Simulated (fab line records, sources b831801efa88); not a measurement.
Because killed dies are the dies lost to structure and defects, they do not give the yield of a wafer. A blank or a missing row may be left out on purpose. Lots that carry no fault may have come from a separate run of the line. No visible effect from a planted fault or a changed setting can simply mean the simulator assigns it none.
The same fault as seen by 2 desks / flow gf180mcu / each desk has only its own numbers; what lay behind them comes last

## METROLOGY DESK
What the gauges read for every lot (on any tool): the sampled wafers with a number, averaged. A lot is out of limits, marked OUT, if its mean lies more than 4 standard deviations from the usual mean; the brackets give that distance.
Columns: A = M4_ALCU_RS at GF_M4_RS_MEAS_05, usual 0.0693 ohm/sq; B = V4_CVD_00_THK at GF_V4_THK_MEAS_01, usual 602 nm; C = V4_BOW at GF_V4_BOW_MEAS_05, usual 135 um
lot=L298; first seen here=day 22 22:26; A=0.0691; B=607; C=139
lot=L301; first seen here=day 24 10:08; A=0.0700; B=604; C=139
lot=L303; first seen here=day 25 09:13; A=0.0699; B=606; C=135
lot=L305; first seen here=day 25 12:17; A=0.0701; B=601; C=137
lot=L304; first seen here=day 25 16:42; A=0.0695; B=603; C=136
lot=L306; first seen here=day 25 23:41; A=0.0708; B=600; C=146
lot=L307; first seen here=day 26 14:33; A=0.0693; B=606; C=137
lot=L309; first seen here=day 26 23:44; A=0.0684; B=601; C=133
lot=L314; first seen here=day 28 09:30; A=0.0696; B=598; C=140
lot=L313; first seen here=day 28 10:28; A=0.0693; B=595; C=136
lot=L316; first seen here=day 29 02:16; A=0.0694; B=606; C=135
lot=L318; first seen here=day 29 11:07; A=0.0692; B=800 (+39) OUT; C=144
lot=L319; first seen here=day 29 16:28; A=0.0695; B=698 (+19) OUT; C=139
Per this desk, out of limits: L318, L319; the first was L318, day 30 06:46 (V4_CVD_00_THK at GF_V4_THK_MEAS_01). L298, L301, L303, L305, L304, L306, L307, L309, L314, L313, L316 stayed within limits.

## FOR THE TOOL OWNER'S DESK: hdpcvd-01
The tool's own readings at GF_V4_CVD_00 (deposits SiO2, target thk 600 nm, time 100 s): means of the sampled wafers that have a number, for each lot that ran on this tool. A lot is out of limits, marked OUT, if its mean lies more than 4 standard deviations from the usual mean; the brackets give that distance.
Columns: A = sih4_flow_sccm at GF_V4_CVD_00, usual 60.00 sccm
lot=L298; first seen here=day 23 22:35; A=59.96
lot=L301; first seen here=day 25 08:56; A=59.95
lot=L303; first seen here=day 26 07:08; A=60.08
lot=L304; first seen here=day 26 14:47; A=60.09
lot=L306; first seen here=day 26 21:49; A=60.04
lot=L309; first seen here=day 27 20:55; A=60.03
lot=L313; first seen here=day 29 06:07; A=60.14
lot=L318; first seen here=day 30 06:41; A=79.89 (+99 or more) OUT
lot=L319; first seen here=day 30 12:23; A=69.89 (+55) OUT
This desk's finding: out of limits on L318, L319; first on L318, day 30 06:41 (sih4_flow_sccm at GF_V4_CVD_00). L298, L301, L303, L304, L306, L309, L313 stayed within limits.

## TAKEN TOGETHER
An alarm could have come from the tool owner's desk at day 30 06:41, on L318, L319.
L318, L319 would have let the metrology desk raise an alarm at day 30 06:46.
GF_V4_CVD_00 was run on hdpcvd-01 by each of the lots named.

## WHAT THE SIMULATOR HAD PUT IN
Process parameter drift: hdpcvd-01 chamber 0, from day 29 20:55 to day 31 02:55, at GF_V4_CVD_00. From 60, the setting sih4_flow_sccm moved by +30. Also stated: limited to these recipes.
Lots struck among those shown: L318, L319.
Fault start to first reading out of limits, in hours, per desk: tool owner, 10; metrology, 10.
